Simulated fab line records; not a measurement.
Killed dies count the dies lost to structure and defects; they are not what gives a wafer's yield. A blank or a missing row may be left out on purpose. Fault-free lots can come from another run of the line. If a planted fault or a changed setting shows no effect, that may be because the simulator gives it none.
Comparing a struck lot with a sound one    flow gf180mcu    18 out of 602 route steps
Sound: these wafers, L137.3, L137.5, L137.6. Wafers L143.1, L143.3, L143.4 were the ones struck. The cause is named last.
For every step that has rows: the tool of each side, followed by ch and its chambers, followed by its first start. Under that, the readings that differ: sound wafers    struck wafers    difference of the means    sigmas: that difference in standard deviations of wafers without a fault.
alike: same words and numbers on both sides, and readings whose means sit less than 2 such deviations apart. not compared: any withheld reading, any reading some wafer has no value for, any bound like >300 that may hide the same value, and any number with overlapping values for which the record gives no deviation.
Wherever a step has rows on one side only, a row that says differs or no value, or a row with sigmas, the two part there. Numbers that have no deviation but don't overlap get no sigmas and don't part them. A reading that every wafer of one side lacks parts them only if that side has two wafers or more.

first, 1 step without rows for these wafers: GF_STI_CVD_23 (deposits SiO2, target thk 650 nm, time 108.3 s).
GF_STI_THK_MEAS_24:
  struck on film_metro-03, day 3 15:45; sound on film_metro-01, day 2 09:02
  alike: STI_CVD_23_THK
GF_STI_CMP_25: polishes, stops on Si3N4, t overpolish 33 s, target thk 524.6 nm.
  sound on cmp-01 ch 1,2,3, day 2 09:10; struck on cmp-02 ch 0,1,2, day 3 15:49
reading                 sound        struck       difference  sigmas
time_to_endpoint_s (s)  128 122 120  135 132 130  +9          +2
  alike: head_pressure_psi, motor_current_A, overpolish_run_s
then, 4 steps without rows for these wafers: GF_STI_WET_ETCH_26 (etches SiO2 in dHF, target depth 94 nm, time 188 s); GF_STI_WET_ETCH_27 (etches Si3N4 in H3PO4, target depth 160 nm, time 1825 s); GF_STI_WET_ETCH_28 (etches SiO2 in dHF, target depth 20 nm, time 40 s); GF_STI_OXIDATION_29 (stabilise 600 s, purge 300 s, target thk 10 nm).
GF_STI_THK_MEAS_30:
  struck on film_metro-04, day 3 18:06; sound on film_metro-04, day 2 11:26
  alike: STI_OXIDATION_02_THK
then, 4 steps without rows for these wafers: GF_DNWELL_DEHYDRATE_00 (time 60 s); GF_DNWELL_HMDS_01 (prime time 60 s); GF_DNWELL_COAT_02 (resist thk 3000 nm); GF_DNWELL_SOFTBAKE_03.
GF_DNWELL_EXPOSE_04: exposes mask DNWELL, target cd 1700 nm.
  sound on iline_stepper-02 ch 0, day 2 17:10; struck on iline_stepper-02, day 4 01:18
  no value came back on the struck wafers for exposure_dose_mJ_cm2, focus_offset_nm (nm), na; on the sound wafers exposure_dose_mJ_cm2 reads 259.95 259.98 260.26
  alike: mask
then, 3 steps without rows for these wafers: GF_DNWELL_PEB_05; GF_DNWELL_DEVELOP_06 (develop time 60 s); GF_DNWELL_IMPLANT_07.
GF_DNWELL_STRIP_08: strips in O2/N2.
  sound on plasma_asher-01 ch 0,1, day 2 23:26; struck on plasma_asher-03 ch 0,1, day 4 07:36
  alike: drypump_motor_current_A, heater_power_w, oes_product_au, strip_time_to_endpoint_s
  not compared: rf_hours_counter_h
GF_DNWELL_TW_MEAS_09:
  struck on film_metro-04, day 4 07:58; sound on film_metro-02, day 2 23:31
reading    sound           struck    difference  sigmas
DNWELL_TW  1347 1349 1357  31 31 31  -1320       -99 or more
  not compared: hold

== WHERE THEY PART ==
First at GF_STI_CMP_25; last, within this record, at GF_DNWELL_TW_MEAS_09.

WHY: the cause the simulator had injected
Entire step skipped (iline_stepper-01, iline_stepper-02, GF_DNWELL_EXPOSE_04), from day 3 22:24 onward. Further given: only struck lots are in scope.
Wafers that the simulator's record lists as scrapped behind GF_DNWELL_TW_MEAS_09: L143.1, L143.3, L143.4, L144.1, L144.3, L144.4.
